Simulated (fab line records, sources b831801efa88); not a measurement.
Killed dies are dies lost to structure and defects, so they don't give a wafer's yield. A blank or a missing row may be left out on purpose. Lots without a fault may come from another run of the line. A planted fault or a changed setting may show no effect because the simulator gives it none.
fab line records | flow gf180mcu | part 2 of 2: steps 27 to 35 of 35
record lots=5 wafers=15 last_day=33
route steps=602 shown M1@321 V1@335
lots that met no fault: from a run of the same line without faults
start_h: hours from the record's first day to the start of the lot's first wafer shown | wait_h: hours since the lot's step before | " the same as in the row above | L1.1+2: a row that stands for several wafers | - no value, or no start given | * or withheld: withheld | < > ~ a bound
route shown NAME@n: a module of which the file shows steps, and the number in the route of the first | usual: mean/standard deviation of fault-free wafers | same: alike in all rows | chamber/n: place in a boat | sites: the reading at each site | _std_site: their standard deviation | _edge_site: outer sites' mean less inner sites' | radius_mm: how far each site lies from the wafer's centre | mask NAME#n: copy n | behind: the tool/chamber that last shaped the wafer | hold: why the lot was held/for how many hours/how that ended | device: the transistor (n, p or np) that didn't switch | end of line: the same wafers' tests at the end of the route | a step without rows: its recipe alone | killed: dies lost to structure and defects at the first sort, not the wafer's yield | map: a wafer's dies, x killed, . not, _ none there
set.NAME: the setting as run; set.NAME@STEP: as run at that earlier step | model.NAME: the simulator's own value behind a step, which no gauge read
lots at some steps of the route; a table a step, a row a wafer
services: from which hour (start_h, from the record's first day; less than 0 if before it) a tool's chamber was out of use, for how many hours, and why
## steps
# step GF_V1_PEB_12
# recipe peb_temp_c=135 peb_time_s=90 resist=KrF
# usual exhaust_pa=45.0/0.79
# columns lot.wafer tool chamber start_h wait_h exhaust_pa
L080.1 litho_track-02 0 - - 44.3
L080.3 " 0 " " 44.1
L080.4 " 0 " " 45.2
L081.3 litho_track-04 0 - - 45.7
L081.4 " 0 " " 45.5
L081.5 " 0 " " 46.0
L084.1 litho_track-04 0 - - 44.8
L084.5 " 0 " " 45.2
L084.6 " 0 " " 45.4
L090.1 litho_track-02 0 - - 45.7
L090.2 " 0 " " 46.0
L090.5 " 0 " " 45.7
L093.2 litho_track-04 0 - - 45.7
L093.3 " 0 " " 47.0
L093.4 " 0 " " 45.9
# step GF_V1_DEVELOP_13
# recipe develop_time_s=60 resist=KrF dev_temp_c=21
# usual exhaust_pa=45.1/0.91
# columns lot.wafer tool chamber start_h wait_h exhaust_pa
L080.1 litho_track-02 0 460.23 0.2 45.8
L080.3 " 0 " " 45.1
L080.4 " 0 " " 45.4
L081.3 litho_track-04 0 472.41 0.1 45.2
L081.4 " 0 " " 47.0
L081.5 " 0 " " 45.1
L084.1 litho_track-04 0 497.11 0.2 45.7
L084.5 " 0 " " 44.5
L084.6 " 0 " " 45.3
L090.1 litho_track-02 0 552.18 0.2 44.1
L090.2 " 0 " " 45.0
L090.5 " 0 " " 44.3
L093.2 litho_track-04 0 584.73 0.2 45.9
L093.3 " 0 " " 45.4
L093.4 " 0 " " 45.4
# step GF_V1_CD_MEAS_14
# recipe target_cd_nm=260
# usual cd_nm=259.8/1.2
# columns lot.wafer tool chamber start_h wait_h cd_nm
L080.1 cd_sem-02 - 460.38 0.1 260.3
L080.3 " - " " 259.9
L080.4 " - " " 259.0
L081.3 cd_sem-01 - 472.55 0.1 260.6
L081.4 " - " " 261.0
L081.5 " - " " 260.9
L084.1 cd_sem-02 - 497.26 0.1 261.6
L084.5 " - " " 263.1
L084.6 " - " " 261.7
L090.1 cd_sem-01 - 552.33 0.1 260.6
L090.2 " - " " 261.1
L090.5 " - " " 259.8
L093.2 cd_sem-02 - 584.87 0.1 260.0
L093.3 " - " " 260.6
L093.4 " - " " 259.4
# step GF_V1_OVL_MEAS_15
# usual V1_OVL=-3/5.1
# columns lot.wafer tool chamber start_h wait_h V1_OVL[nm]
L080.1 overlay-01 - 460.50 0.1 -2
L080.3 " - " " -9
L080.4 " - " " -7
L081.3 overlay-01 - 472.64 0.1 4
L081.4 " - " " 2
L081.5 " - " " 5
L084.1 overlay-02 - 497.38 0.1 -5
L084.5 " - " " -4
L084.6 " - " " -10
L090.1 overlay-01 - 552.45 0.1 -9
L090.2 " - " " -7
L090.5 " - " " -14
L093.2 overlay-02 - 584.98 0.1 -10
L093.3 " - " " -15
L093.4 " - " " -12
# step GF_V1_ETCH_16
# recipe chemistry=N2/H2 target_depth_a=withheld overetch_a=withheld time_s=withheld target=BARC ion_energy_ev=200 source_w=500 bias_w=100 pressure_mtorr=30 n2_flow_sccm=100 h2_flow_sccm=200
# usual bias_w=99.96/0.29 drypump_motor_current_A=5.9/0.39 n2_flow_sccm=100.0/0.3 oes_product_au=0.855/0.0054 throttle_valve_pct=13.225/0.0093
# columns lot.wafer tool chamber start_h wait_h bias_w drypump_motor_current_A n2_flow_sccm oes_product_au throttle_valve_pct
L080.1 rie_diel-04 0 460.54 0.0 99.96 6.2 99.5 0.848 13.218
L080.3 " 3 " " 99.38 5.4 99.9 0.852 13.231
L080.4 " 2 " " 99.85 6.1 100.0 0.853 13.238
L081.3 rie_diel-01 0 472.66 0.0 99.85 5.5 100.2 0.848 13.223
L081.4 " 3 " " 100.19 6.2 100.2 0.857 13.218
L081.5 " 1 " " 99.88 6.2 99.8 0.855 13.218
L084.1 rie_diel-02 2 497.41 0.0 99.46 6.4 99.8 0.858 13.227
L084.5 " 1 " " 100.39 5.4 99.9 0.855 13.221
L084.6 " 2 " " 99.61 6.4 99.6 0.855 13.220
L090.1 rie_diel-04 2 552.49 0.0 99.90 6.0 100.7 0.855 13.227
L090.2 " 3 " " 100.62 5.4 100.1 0.852 13.236
L090.5 " 2 " " 99.82 6.0 100.2 0.857 13.220
L093.2 rie_diel-02 2 585.01 0.0 100.29 6.4 99.9 0.861 13.223
L093.3 " 0 " " 99.56 6.2 100.4 0.854 13.235
L093.4 " 3 " " 100.05 5.2 100.5 0.862 13.200
# step GF_V1_ETCH_17
# recipe chemistry=C4F8/O2/Ar mask_material=KrF target=SiO2 stop_on=TiN source_w=1500 bias_w=1200 pressure_mtorr=40 c4f8_flow_sccm=withheld O2_flow_sccm=6 Ar_flow_sccm=300 time_s=withheld target_depth_a=6300
# usual bias_w=1200/3.6 oes_product_au=0.856/0.005
# columns lot.wafer tool chamber start_h wait_h bias_w oes_product_au
L080.1 rie_diel-04 0 - - 1204 0.859
L080.3 " 3 " " 1198 0.855
L080.4 " 2 " " 1205 0.849
L081.3 rie_diel-01 0 - - 1198 0.859
L081.4 " 3 " " 1202 0.845
L081.5 " 1 " " 1203 0.857
L084.1 rie_diel-02 2 - - 1203 0.868
L084.5 " 1 " " 1199 0.851
L084.6 " 2 " " 1201 0.860
L090.1 rie_diel-04 2 - - 1199 0.849
L090.2 " 3 " " 1201 0.853
L090.5 " 2 " " 1194 0.857
L093.2 rie_diel-02 2 - - 1197 0.854
L093.3 " 0 " " 1198 0.855
L093.4 " 3 " " 1198 0.864
# step GF_V1_STRIP_18
# recipe chemistry=O2/N2 power_w=1400 pressure_mtorr=1500 platen_temp_c=250 o2_flow_sccm=3000 n2_flow_sccm=300 overash_fraction=0.5
# usual drypump_motor_current_A=5.84/0.18 heater_power_w=328/25 n2_flow_sccm=300.0/0.87 oes_product_au=0.593/0.0046
# columns lot.wafer tool chamber start_h wait_h drypump_motor_current_A heater_power_w n2_flow_sccm oes_product_au rf_hours_counter_h
L080.1 plasma_asher-02 1 460.67 - 5.84 297 300.2 0.601 4
L080.3 " 1 " " 5.84 283 300.5 0.597 -
L080.4 " 0 " " 5.55 310 299.3 0.589 -
L081.3 plasma_asher-01 0 472.82 - 5.64 293 301.0 0.595 -
L081.4 " 1 " " 5.71 352 299.0 0.600 -
L081.5 " 1 " " 5.74 357 298.5 0.587 -
L084.1 plasma_asher-04 0 497.54 - 5.91 335 301.9 0.591 40
L084.5 " 0 " " 5.92 328 299.9 0.598 -
L084.6 " 1 " " 6.07 346 299.7 0.592 -
L090.1 plasma_asher-01 0 552.62 - 5.63 295 300.0 0.594 92
L090.2 " 1 " " 5.71 362 300.8 0.593 92
L090.5 " 1 " " 5.70 359 300.3 0.586 -
L093.2 plasma_asher-04 1 585.14 - 6.06 353 301.6 0.584 49
L093.3 " 1 " " 6.07 351 301.6 0.595 -
L093.4 " 0 " " 5.88 327 300.0 0.596 -
# step GF_V1_STRIP_19
# recipe chemistry=post_etch_residue_remover time_s=1200 temp_c=72.5
# usual bath_heat_duty_pct=13.9/1.7
# columns lot.wafer tool chamber start_h wait_h bath_heat_duty_pct
L080.1 wet_bench-03 0 460.77 0.1 13.8
L080.3 " 0 " " 13.8
L080.4 " 0 " " 15.1
L081.3 wet_bench-02 0 472.89 0.0 19.1
L081.4 " 0 " " 18.8
L081.5 " 0 " " 19.2
L084.1 wet_bench-02 1 497.64 0.1 10.0
L084.5 " 1 " " 10.9
L084.6 " 1 " " 11.0
L090.1 wet_bench-04 3 552.72 0.1 12.3
L090.2 " 3 " " 12.6
L090.5 " 3 " " 12.9
L093.2 wet_bench-04 3 585.24 0.1 12.3
L093.3 " 3 " " 11.5
L093.4 " 3 " " 12.3
# step GF_V1_CLEAN_20
# recipe chemistry=DIW dry=n2_spin
# columns lot.wafer tool chamber start_h wait_h
L080.1+3+4 wet_bench-02 2 461.11 0.0
L081.3+4+5 wet_bench-02 1 473.26 0.0
L084.1+5+6 wet_bench-03 2 497.98 0.0
L090.1+2+5 wet_bench-02 3 553.06 0.0
L093.2+3+4 wet_bench-03 0 585.58 0.0
## services
# columns tool chamber start_h hours kind
krf_scanner-01 - 398.97 1.0 pm
rie_diel-02 3 412.20 5.8 repair
rie_diel-04 - 417.88 15.6 pm
krf_scanner-01 - 440.66 4.0 pm
rie_diel-04 3 444.46 5.1 repair
rie_diel-04 - 449.54 0.5 repair
plasma_asher-04 - 458.41 4.4 repair
krf_scanner-01 - 458.79 0.8 pm
krf_scanner-02 - 461.46 1.3 pm
rie_diel-02 - 468.35 0.7 repair
rie_diel-02 1 469.52 6.0 repair
krf_scanner-02 - 476.62 0.2 repair
krf_scanner-02 - 483.24 5.7 repair
krf_scanner-02 - 488.94 0.8 pm
krf_scanner-02 - 498.01 1.0 pm
rie_diel-04 1 499.35 2.6 repair
hdpcvd-02 - 505.52 0.8 repair
krf_scanner-02 - 508.41 1.8 repair
krf_scanner-01 - 516.68 1.3 pm
krf_scanner-01 - 520.38 2.9 repair
hdpcvd-02 - 539.25 15.0 pm
krf_scanner-01 - 559.53 0.3 repair
krf_scanner-02 - 567.71 0.7 repair
krf_scanner-01 - 568.36 1.0 pm
